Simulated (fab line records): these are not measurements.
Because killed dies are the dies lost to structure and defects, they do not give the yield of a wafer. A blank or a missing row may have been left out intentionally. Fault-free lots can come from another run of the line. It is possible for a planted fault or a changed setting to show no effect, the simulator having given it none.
A lot that was struck, set against a sound lot | flow sky130 | 15 steps out of a route of 708
Sound: the wafers L790.3, L790.4, L790.6. Struck: wafer L799.6 (L799.2, L799.4, from the same lot, were not struck and are left out); the cause is given at the end.
At each step with rows: each side's tool, then ch and its chambers, then its first start. Under that, the readings that differ: sound wafers | struck wafers | difference of the means | sigmas: that difference in standard deviations of wafers without a fault.
alike: readings with means less than 2 such deviations apart, plus words and numbers identical on both sides. not compared: withheld readings, readings lacking a value on some wafer, bounds such as >300 that could conceal the same value, and numbers that have no deviation in the record and whose values overlap.
Wherever a step has rows on one side only, a row that says differs or no value, or a row with sigmas, the two part there. Non-overlapping numbers with no deviation appear without sigmas and do not part them. Lack of a reading on every wafer of one side parts them only where that side has two or more wafers.

first, 4 steps without rows for these wafers: SKY_VIA2_SOFTBAKE_08 (time 90 s); SKY_VIA2_EXPOSE_09 (exposes mask VIM2, target cd 200 nm); SKY_VIA2_PEB_10; SKY_VIA2_DEVELOP_11 (develop time 60 s).
SKY_VIA2_CD_MEAS_12 targets a cd of 200 nm.
  sound: cd sem-02 at day 38 05:48; struck: cd sem-02 at day 41 09:05
  alike: cd nm
SKY_VIA2_OVL_MEAS_13:
  sound: overlay-01 at day 38 05:53; struck: overlay-02 at day 41 09:11
  alike: VIA2_OVL
SKY_VIA2_ETCH_14: etches BARC in N2/H2, stops on SiO2, time 45.9 s, target depth 60 nm.
  sound on rie diel-04 ch 0,1, day 38 05:55; struck on rie diel-04 ch 3, day 41 09:13
  alike: drypump motor current A, oes product au, throttle valve pct
  not compared: rf hours counter h
SKY_VIA2_ETCH_15: etches SiO2 in C4F8/O2/Ar, stops on TiN, target depth 546 nm, time 84 s.
  sound on rie diel-04 ch 0,1, day 38 05:58; struck on rie diel-04 ch 3, day 41 09:16
  alike: oes product au
  not compared: rf hours counter h
SKY_VIA2_STRIP_16: strips in O2/N2.
  sound on plasma asher-01 ch 0,1, day 38 06:03; struck on plasma asher-02 ch 1, day 41 09:19
  alike: drypump motor current A, oes product au, strip time to endpoint s
  not compared: rf hours counter h
then, 3 steps without rows for these wafers: SKY_VIA2_STRIP_17 (strips in post etch residue remover, time 1200 s); SKY_VIA2_CLEAN_18 (cleans in IPA, time 180 s); SKY_VIA2_CLEAN_19 (cleans in O3/DIW).
SKY_VIA2_SPUTTER_20: material TiN, target thk 20 nm, time 80 s.
  sound: pvd sputter-03 at day 38 06:37; struck: pvd sputter-03 at day 41 09:58
  reading                                  | sound            | struck | difference | sigmas
  model.TiN_of_VIA2_SPUTTER_20.thk nm (nm) | 19.82 19.8 19.93 | 26.91  | +7.06      |
  alike: throttle valve pct
SKY_VIA2_CVD_21: deposits W, target thk 420 nm, time 126.4 s.
  sound on cvd w-01 ch 0,1, day 38 06:43; struck on cvd w-02 ch 0, day 41 10:01
  alike: heater power w
-- the record jumps here: 8 days lie between the struck wafers' starts before and after (it left off in module VIA2 and takes up again in module PAD_OPEN, whose first step shown is number 708 of the route) --
SKY_PAD_OPEN_PROBE_99:
  sound: prober-02 at day 47 05:28; struck: prober-01 at day 49 17:58
  reading                  | sound       | struck | difference | sigmas
  sort_bin_3_pad_short (%) | 0.8 0.6 0.6 | 1.6    | +0.9       | +2
  alike: defect limited yield, killed_at_M0_to_M3, killed_at_M4_up, killed at contacts, killed at front end, killed dies, killed open, killed short, sort_bin_5_function, sort_bin_6_memory, sort n pass, sort yield pct

== WHERE THEY PART ==
At SKY_PAD_OPEN_PROBE_99 and nowhere else, as far as this record goes.

WHY: whatever the simulator had introduced
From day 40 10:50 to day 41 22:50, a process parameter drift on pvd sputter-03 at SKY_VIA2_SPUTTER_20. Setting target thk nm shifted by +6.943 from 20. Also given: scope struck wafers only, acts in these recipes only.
